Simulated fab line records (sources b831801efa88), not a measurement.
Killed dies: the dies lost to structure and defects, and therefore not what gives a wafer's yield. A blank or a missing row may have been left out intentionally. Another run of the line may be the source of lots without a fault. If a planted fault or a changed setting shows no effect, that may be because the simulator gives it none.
Problem report, 8D (eight disciplines) form, completed by code | flow sfq line | the parts of the form that need people (team, actions taken, sign-off) are left out

1. THE ISSUE
Wafers free of any fault read 0.894 ohm/sq (standard deviation 0.009) for M0_NB_RS at SFQ_M0_RS_MEAS_904, against a mean of 2.150 ohm/sq on 4 wafers of 2 lots. That is +99 or more standard deviations from the usual mean.
The step: measures by four-point-probe.
Earliest sighting: wafer L714.2 on film metro-03 at day 10 00:34. At this step, 41 wafers from 14 lots have a number in the record. By rule, "out" or "out of limits" means more than 4 standard deviations away from the usual mean. The other wafers with a number count as sound.

2. WHAT IT IS; WHAT IT IS NOT
question                    | is                             | is not
which readings at this step | M0_NB_RS                       | -
which lots                  | L714, L715                     | L703, L704, L705, L706, L707, L710, L711, L712, L713, L724, L725, L726
which wafers of those lots  | L714.2, L714.3, L715.2, L715.3 | L714.6
read on which gauges        | film metro-01, film metro-03   | film metro-02
when                        | from day 10 00:34              | up to then (28 sound wafers); but 9 sound wafers of L724, L725, L726 came after

3. WHAT RULES OUT EACH SUSPECT
Counting: any tool at a process step up to the reading remains a suspect provided it ran every lot that is out. Sound lots after the first of them don't rule it out here, since some wafers of a struck lot are sound.
- the gauge at SFQ_M0_RS_MEAS_904: ruled out. The wafers that are out were read on 2 gauges (film metro-01, film metro-03).
- pvd sputter-06 at SFQ_TRILAYER_M0_DEP_SPUTTER_019 (material Nb, target thk 200 nm, time 133.3 s): kept. Every lot that is out went through it, the first being L714 (day 10 00:28); the last sound lot it ran before that was L713 (day 9 20:52).
After counting, what remains is pvd sputter-06 at SFQ_TRILAYER_M0_DEP_SPUTTER_019.

4. THE CAUSE (what the simulator had put in)
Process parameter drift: pvd sputter-06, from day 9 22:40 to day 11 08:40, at SFQ_TRILAYER_M0_DEP_SPUTTER_019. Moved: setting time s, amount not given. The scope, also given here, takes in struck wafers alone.
This tool alone remained once counting was done.

5. SEQUENCE OF EFFECTS, ordered by route
Each row: a reading whose mean over the struck wafers that have a number lies more than 3 standard deviations from the usual. Readings are gone through only where the record gives a usual standard deviation; hours: the median, over the lots, of the time from a lot's start at the first step in this table giving one to that lot's start at this step; sigmas: the change measured in usual standard deviations.
hours | step                                | reading        | usual        | on struck wafers | change | sigmas
0     | SFQ_M0_RS_MEAS_904                  | M0_NB_RS       | 0.894 ohm/sq | 2.150            | +1.256 | +99 or more
5     | SFQ_TRILAYER_M0_ETCH_METAL_ETCH_024 | oes product au | 0.892 a.u.   | 0.597            | -0.295 | -43
It contains these process steps:
- SFQ_TRILAYER_M0_ETCH_METAL_ETCH_024: etches Nb in Cl2/Ar, stops on SiO2, target depth 240 nm, time 120 s.

6. HOW IT WOULD HAVE BEEN CAUGHT EARLIER
Counted from the fault's start at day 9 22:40, it took 2 hours until the first out-of-limits reading at a measuring or inspecting step in this record, taken at day 10 00:34.
An alarm limit of 4 standard deviations would not have fired on the tool readings at SFQ_TRILAYER_M0_DEP_SPUTTER_019 for which the record gives a usual standard deviation, since none of them was out on any struck wafer.
Lots out: 2; of these, L715 started SFQ_TRILAYER_M0_DEP_SPUTTER_019 on pvd sputter-06 after day 10 00:34. Putting the tool on hold at that point would have spared it.
